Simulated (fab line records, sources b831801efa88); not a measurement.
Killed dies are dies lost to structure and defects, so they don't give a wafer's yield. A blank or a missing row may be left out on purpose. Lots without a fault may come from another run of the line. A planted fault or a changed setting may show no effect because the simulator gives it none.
fab line records | flow gf180mcu
record lots=6 wafers=18 last_day=34
route steps=602 shown TOP_METAL@586 PASSIVATION@587
lots that met no fault: from a run of the same line without faults
start_h: hours from the record's first day to the start of the lot's first wafer shown | wait_h: hours since the lot's step before | " the same as in the row above | L1.1+2: a row that stands for several wafers | - no value, or no start given | * or withheld: withheld | < > ~ a bound
route shown NAME@n: a module of which the file shows steps, and the number in the route of the first | usual: mean/standard deviation of fault-free wafers | same: alike in all rows | chamber/n: place in a boat | sites: the reading at each site | _std_site: their standard deviation | _edge_site: outer sites' mean less inner sites' | radius_mm: how far each site lies from the wafer's centre | mask NAME#n: copy n | behind: the tool/chamber that last shaped the wafer | hold: why the lot was held/for how many hours/how that ended | device: the transistor (n, p or np) that didn't switch | end of line: the same wafers' tests at the end of the route | a step without rows: its recipe alone | killed: dies lost to structure and defects at the first sort, not the wafer's yield | map: a wafer's dies, x killed, . not, _ none there
set.NAME: the setting as run; set.NAME@STEP: as run at that earlier step | model.NAME: the simulator's own value behind a step, which no gauge read
lots at some steps of the route; a table a step, a row a wafer
services: from which hour (start_h, from the record's first day; less than 0 if before it) a tool's chamber was out of use, for how many hours, and why
## steps
# step GF_TOP_METAL_CLEAN_19
# recipe chemistry=DIW dry=n2_spin
# step GF_PASSIVATION_CVD_00
# recipe material=SiO2 target_thk_nm=1000 precursor=TEOS temp_c=400 time_s=111.95 rf_w=600
# usual heater_power_w=642/100 susceptor_temp_C=400.01/0.21
# same time_s=111.95
# columns lot.wafer tool chamber start_h wait_h heater_power_w susceptor_temp_C
L191.1 pecvd-01 2 650.35 0.0 770 399.68
L191.5 " 2 " " 813 399.97
L191.6 " 0 " " 492 400.37
L194.3 pecvd-01 2 674.98 0.0 772 399.99
L194.4 " 0 " " 491 400.14
L194.5 " 1 " " 521 399.99
L195.1 pecvd-01 2 688.09 0.0 837 399.95
L195.2 " 0 " " 555 399.80
L195.3 " 1 " " 654 399.99
L209.1 pecvd-02 2 782.33 0.0 662 399.98
L209.5 " 2 " " 706 400.00
L209.6 " 1 " " 584 399.88
L211.1 pecvd-01 2 787.66 0.0 718 400.11
L211.2 " 0 " " 575 400.20
L211.3 " 1 " " 649 400.22
L212.2 pecvd-02 0 790.85 0.0 716 399.67
L212.5 " 0 " " 565 399.87
L212.6 " 1 " " 728 399.89
# step GF_PASSIVATION_THK_MEAS_01
# recipe reads=SiO2_of_PASSIVATION_CVD_00
# usual PASSIVATION_CVD_00_THK=997/15
# columns lot.wafer tool chamber start_h wait_h PASSIVATION_CVD_00_THK[nm]
L191.1 film_metro-03 - 650.43 0.0 1005
L191.5 " - " " 1018
L191.6 " - " " 978
L194.3 film_metro-04 - 675.08 0.1 1002
L194.4 " - " " 973
L194.5 " - " " 1011
L195.1 film_metro-01 - 688.17 0.0 1011
L195.2 " - " " 973
L195.3 " - " " 987
L209.1 film_metro-04 - 782.41 0.0 988
L209.5 " - " " 1003
L209.6 " - " " 1005
L211.1 film_metro-04 - 787.74 0.0 1000
L211.2 " - " " 985
L211.3 " - " " 981
L212.2 film_metro-04 - 790.94 0.0 989
L212.5 " - " " 998
L212.6 " - " " 1007
# step GF_PASSIVATION_CVD_02
# recipe material=Si3N4 target_thk_nm=700 time_s=486.18 temp_c=400 rf_w=450
# usual heater_power_w=708/93 susceptor_temp_C=399.96/0.2
# same time_s=486.18
# columns lot.wafer tool chamber start_h wait_h heater_power_w susceptor_temp_C
L191.1 pecvd-02 0 650.49 0.1 738 400.08
L191.5 " 0 " " 769 399.82
L191.6 " 2 " " 736 399.82
L194.3 pecvd-02 2 675.12 0.0 727 400.31
L194.4 " 0 " " 775 399.97
L194.5 " 1 " " 755 399.80
L195.1 pecvd-02 1 688.23 0.1 791 399.96
L195.2 " 0 " " 766 400.00
L195.3 " 2 " " 738 399.94
L209.1 pecvd-04 1 782.47 0.1 764 400.05
L209.5 " 1 " " 627 400.10
L209.6 " 0 " " 542 400.31
L211.1 pecvd-02 0 787.80 0.1 638 399.94
L211.2 " 2 " " 733 399.76
L211.3 " 1 " " 688 399.82
L212.2 pecvd-01 2 790.99 0.0 793 400.36
L212.5 " 0 " " 631 399.76
L212.6 " 2 " " 854 400.15
# step GF_PASSIVATION_THK_MEAS_03
# recipe reads=Si3N4_of_PASSIVATION_CVD_02
# usual PASSIVATION_CVD_02_THK=696/9.3
# columns lot.wafer tool chamber start_h wait_h PASSIVATION_CVD_02_THK[nm]
L191.1 film_metro-01 - 650.78 0.1 680
L191.5 " - " " 698
L191.6 " - " " 707
L194.3 film_metro-01 - 675.43 0.2 687
L194.4 " - " " 684
L194.5 " - " " 704
L195.1 film_metro-01 - 688.52 0.1 693
L195.2 " - " " 690
L195.3 " - " " 676
L209.1 film_metro-03 - 782.76 0.1 686
L209.5 " - " " 690
L209.6 " - " " 705
L211.1 film_metro-01 - 788.08 0.1 691
L211.2 " - " " 695
L211.3 " - " " 691
L212.2 film_metro-03 - 791.43 0.3 685
L212.5 " - " " 691
L212.6 " - " " 695
# step GF_PASSIVATION_DEHYDRATE_04
# recipe temp_c=200 time_s=60
# step GF_PASSIVATION_HMDS_05
# recipe prime_time_s=60 prime_temp_c=120
# step GF_PASSIVATION_COAT_06
# recipe spin_rpm=2000 resist_thk_nm=4000
# step GF_PASSIVATION_SOFTBAKE_07
# recipe temp_c=110 time_s=withheld
# step GF_PASSIVATION_EXPOSE_08
# recipe mask_id=Pad target_cd_nm=40000 na=0.57 dose_mj=310
# step GF_PASSIVATION_PEB_09
# recipe temp_c=115 time_s=withheld
# step GF_PASSIVATION_DEVELOP_10
# recipe develop_time_s=60 dev_temp_c=23
# step GF_PASSIVATION_ETCH_11
# recipe chemistry=CF4/O2 target_depth_nm=1800 stop_on=TiN source_w=800 bias_w=150 pressure_mtorr=150 cf4_flow_sccm=80 O2_flow_sccm=10 time_s=400
# usual chamber_pressure_mTorr=149.99/0.13 drypump_motor_current_A=5.5/0.31 oes_product_au=0.960/0.0079 rf_fwd_power_W=798.5/2.6 throttle_valve_pct=5.960/0.0094
# same time_s=400
# columns lot.wafer tool chamber start_h wait_h chamber_pressure_mTorr drypump_motor_current_A oes_product_au rf_fwd_power_W rf_hours_counter_h throttle_valve_pct model.coat_of_PASSIVATION_COAT_06.thk_nm model.etch.depth_nm model.PASSIVATION.feature_depth_nm
L191.1 rie_diel-04 0 669.44 - 149.99 6.1 0.962 804.1 10 5.964 2796 1686 1686
L191.5 " 2 " " 150.00 5.1 0.971 799.5 - 5.960 2791 1716 1716
L191.6 " 3 " " 149.71 5.2 0.954 795.8 - 5.945 2807 1684 1684
L194.3 rie_diel-02 2 693.74 - 149.77 5.1 0.967 796.2 39 5.961 2809 1689 1689
L194.4 " 1 " " 149.95 5.3 0.940 796.7 4 5.956 2753 1656 1656
L194.5 " 0 " " 150.12 5.4 0.968 800.2 - 5.952 2801 1714 1714
L195.1 rie_diel-03 0 706.44 - 149.73 5.5 0.961 795.9 6 5.966 2834 1704 1704
L195.2 " 3 " " 149.83 5.8 0.959 797.2 22 5.949 2776 1663 1663
L195.3 " 2 " " 150.27 5.8 0.952 797.8 11 5.959 2808 1662 1662
L209.1 rie_diel-03 3 797.64 - 150.21 5.8 0.907 665.8 26 5.928 2994 1534 1534
L209.5 " 2 " " 149.98 5.8 0.902 673.4 - 5.944 2988 1532 1532
L209.6 " 1 " " 149.96 5.1 0.923 666.0 - 5.947 2957 1580 1580
L211.1 rie_diel-03 1 802.95 - 149.88 5.0 0.932 673.2 12 5.951 2940 1605 1605
L211.2 " 3 " " 149.87 5.8 0.917 666.9 26 5.943 2958 1569 1569
L211.3 " 0 " " 150.03 5.5 0.912 667.9 10 5.955 2966 1558 1558
L212.2 rie_diel-02 0 806.30 - 149.85 5.4 0.949 797.7 23 5.959 2760 1673 1673
L212.5 " 3 " " 149.91 5.7 0.955 801.5 - 5.960 2785 1690 1690
L212.6 " 0 " " 149.99 5.5 0.960 799.4 - 5.974 2769 1702 1702
# step GF_PASSIVATION_STRIP_12
# recipe chemistry=O2/N2 power_w=1400 pressure_mtorr=1500 platen_temp_c=250 o2_flow_sccm=3000 n2_flow_sccm=300 overash_fraction=0.5
# usual chamber_pressure_mTorr=1500.2/2.5 drypump_motor_current_A=5.8/0.47 heater_power_w=374/30 o2_flow_sccm=3002/8.8 oes_product_au=0.719/0.0048 strip_time_to_endpoint_s=34.75/0.27
# columns lot.wafer tool chamber start_h wait_h chamber_pressure_mTorr drypump_motor_current_A heater_power_w o2_flow_sccm oes_product_au rf_hours_counter_h strip_time_to_endpoint_s
L191.1 plasma_asher-04 0 669.68 0.1 1500.3 5.6 394 3016 0.715 88 34.72
L191.5 " 0 " " 1499.4 5.7 403 3010 0.718 - 34.66
L191.6 " 1 " " 1498.7 5.6 421 3016 0.714 - 34.87
L194.3 plasma_asher-02 0 694.01 0.2 1498.2 6.8 344 3019 0.724 - 34.88
L194.4 " 1 " " 1499.5 5.6 336 3016 0.714 - 34.23
L194.5 " 0 " " 1500.2 6.8 340 3010 0.726 - 34.81
L195.1 plasma_asher-04 0 706.68 0.1 1499.4 5.7 388 3015 0.723 92 35.19
L195.2 " 1 " " 1497.3 5.6 412 2996 0.717 92 34.51
L195.3 " 1 " " 1499.3 5.6 429 3007 0.719 - 34.86
L209.1 plasma_asher-04 0 797.88 0.1 1500.1 5.6 388 3014 0.723 103 36.99
L209.5 " 1 " " 1499.3 5.6 415 2999 0.715 - 36.91
L209.6 " 0 " " 1503.3 5.6 389 3010 0.721 - 36.56
L211.1 plasma_asher-03 0 803.19 0.1 1500.9 6.2 395 2996 0.725 41 36.37
L211.2 " 1 " " 1502.4 5.4 353 3006 0.711 41 36.60
L211.3 " 1 " " 1502.2 5.4 359 3007 0.731 - 36.67
L212.2 plasma_asher-03 0 806.54 0.1 1500.9 6.2 393 3008 0.713 41 34.30
L212.5 " 0 " " 1501.1 6.3 392 3006 0.726 - 34.59
L212.6 " 1 " " 1500.3 5.3 353 3005 0.718 - 34.40
# step GF_PASSIVATION_ANNEAL_13
# recipe temp_c=400 time_s=1800 ambient=N2/H2 idle_temp_c=300 ramp_up_c_per_min=10 ramp_down_c_per_min=3
## services
# columns tool chamber start_h hours kind
rie_diel-04 0 640.25 2.0 repair
rie_diel-04 1 646.38 27.7 repair
rie_diel-04 - 650.64 2.8 pm
rie_diel-02 - 653.17 0.7 repair
rie_diel-04 0 656.12 3.9 repair
rie_diel-03 - 666.08 0.4 repair
rie_diel-03 2 679.45 15.1 repair
rie_diel-04 - 692.11 4.0 pm
rie_diel-03 3 692.61 2.3 repair
rie_diel-04 2 713.94 26.6 repair
rie_diel-02 2 728.13 2.7 repair
pecvd-04 - 733.63 1.7 repair
pecvd-01 0 749.06 20.9 repair
pecvd-04 - 754.48 1.6 repair
pecvd-01 1 790.94 13.4 repair
plasma_asher-03 - 794.19 2.8 pm
rie_diel-02 2 796.13 - clean
rie_diel-02 2 796.13 18.4 scheduled_down
rie_diel-02 2 796.13 18.4 vent_cycle
pecvd-02 - 797.29 4.3 pm
rie_diel-03 2 799.20 14.6 repair
pecvd-04 - 799.38 14.0 pm
pecvd-04 0 799.38 14.0 vent_cycle
pecvd-04 1 799.38 14.0 vent_cycle
## key
first_sign step=GF_PASSIVATION_ETCH_11 reading=rf_fwd_power_W direction=down sigmas=50 usual=798.5 struck=668.9
effect step=GF_PASSIVATION_ETCH_11 reading=oes_product_au direction=down sigmas=5.7 usual=0.960 struck=0.915
effect step=GF_PASSIVATION_STRIP_12 reading=strip_time_to_endpoint_s direction=up sigmas=7.1 usual=* struck=*
model_effect step=GF_PASSIVATION_ETCH_11 value=coat_of_PASSIVATION_COAT_06.thk_nm without=2795 struck=2967
model_effect step=GF_PASSIVATION_PROBE_99 value=etest.met5.open without=0 struck=1
met_at GF_PASSIVATION_ETCH_11
struck_wafers L209.1,L209.5,L209.6,L211.1,L211.2,L211.3
later_rows_left_out L209.1,L209.5,L209.6,L211.1,L211.2,L211.3
sort_left_out L209.1,L209.5,L209.6,L211.1,L211.2,L211.3
onset_between 706.44 797.64
fault kind=process_parameter_drift tool=rie_diel-03 chamber=- onset_h=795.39 steps=GF_PASSIVATION_ETCH_11 channel=source_w offset=-128 shape=step end_h=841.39 acts_in=these_recipes_only stated=800
# sort_left_out: the simulated sort isn't trusted on such a fault, so these wafers' sort isn't shown, and their yield isn't known
# later_rows_left_out: the simulator's readings of these wafers behind a module that went badly wrong aren't trusted and aren't shown, but for the sort
